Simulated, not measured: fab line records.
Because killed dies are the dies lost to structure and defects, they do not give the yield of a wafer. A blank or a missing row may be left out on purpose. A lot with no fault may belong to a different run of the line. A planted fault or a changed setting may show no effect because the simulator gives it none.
Which tool was responsible? + flow gf180mcu + 7 lots with 21 wafers sampled at 2 steps, on a route of 602 steps

WHAT THE GAUGES SHOWED, per wafer
GF_SAB_CD_MEAS_09: the cd target is 420 nm.
| lot  | measured     | on       | cdNm (nm)         |
|------|--------------|----------|-------------------|
| L726 | day 15 18:59 | cdSem-02 | 420.9 417.4 419.0 |
| L730 | day 17 03:53 | cdSem-02 | 420.3 420.5 420.9 |
| L732 | day 18 03:29 | cdSem-01 | 422.3 423.6 421.5 |
| L735 | day 19 03:34 | cdSem-02 | 421.1 420.5 419.9 |
| L736 | day 20 00:09 | cdSem-02 | 297.2 296.9 294.3 |
| L745 | day 22 23:25 | cdSem-01 | 421.0 420.7 421.4 |
| L747 | day 23 11:05 | cdSem-02 | 417.5 421.5 418.4 |

WHAT TOOL EACH LOT RAN ON (gives the tool, then ch and the chambers of the sampled wafers, and finally the start)
| lot  | GF_SAB_EXPOSE_06                   |
|------|------------------------------------|
| L726 | ilineStepper-01 ch 0, day 15 08:13 |
| L730 | ilineStepper-01 ch 0, day 16 17:13 |
| L732 | ilineStepper-02 ch 0, day 17 17:03 |
| L735 | ilineStepper-01 ch 0, day 18 15:36 |
| L736 | ilineStepper-01 ch 0, day 19 12:03 |
| L745 | ilineStepper-02 ch 0, day 22 12:44 |
| L747 | ilineStepper-01 ch 0, day 23 00:25 |
- GF_SAB_EXPOSE_06: exposes mask SAB, target cd 420 nm.

THE ANSWER, worked out from the rows above alone
Rule: usual is defined by the lots themselves. Put in order of their means at a reading, lots are off if they are a third of the lots or fewer, leave a main group of 4 or more, and stand apart from it by a gap of 3 or more times the standard deviation of the main group's means; of several such gaps the widest counts. The tables above print the reading to a certain number of digits; a main group whose means all agree to those digits is not used. Also off: a lot with no number at a reading for which 4 or more lots have one. All remaining lots with rows at the step are treated as sound.
Off, at GF_SAB_CD_MEAS_09 on cdNm: L736. The main group has a mean of 420.5 nm with a standard deviation of 1.2.
A tool fits if, at a process step before that reading, it ran every lot that is off, and no sound lot after the first of them. The gauges at GF_SAB_CD_MEAS_09 are tried like those tools. No candidate that was tried fits.

WHAT WAS PUT IN BY THE SIMULATOR
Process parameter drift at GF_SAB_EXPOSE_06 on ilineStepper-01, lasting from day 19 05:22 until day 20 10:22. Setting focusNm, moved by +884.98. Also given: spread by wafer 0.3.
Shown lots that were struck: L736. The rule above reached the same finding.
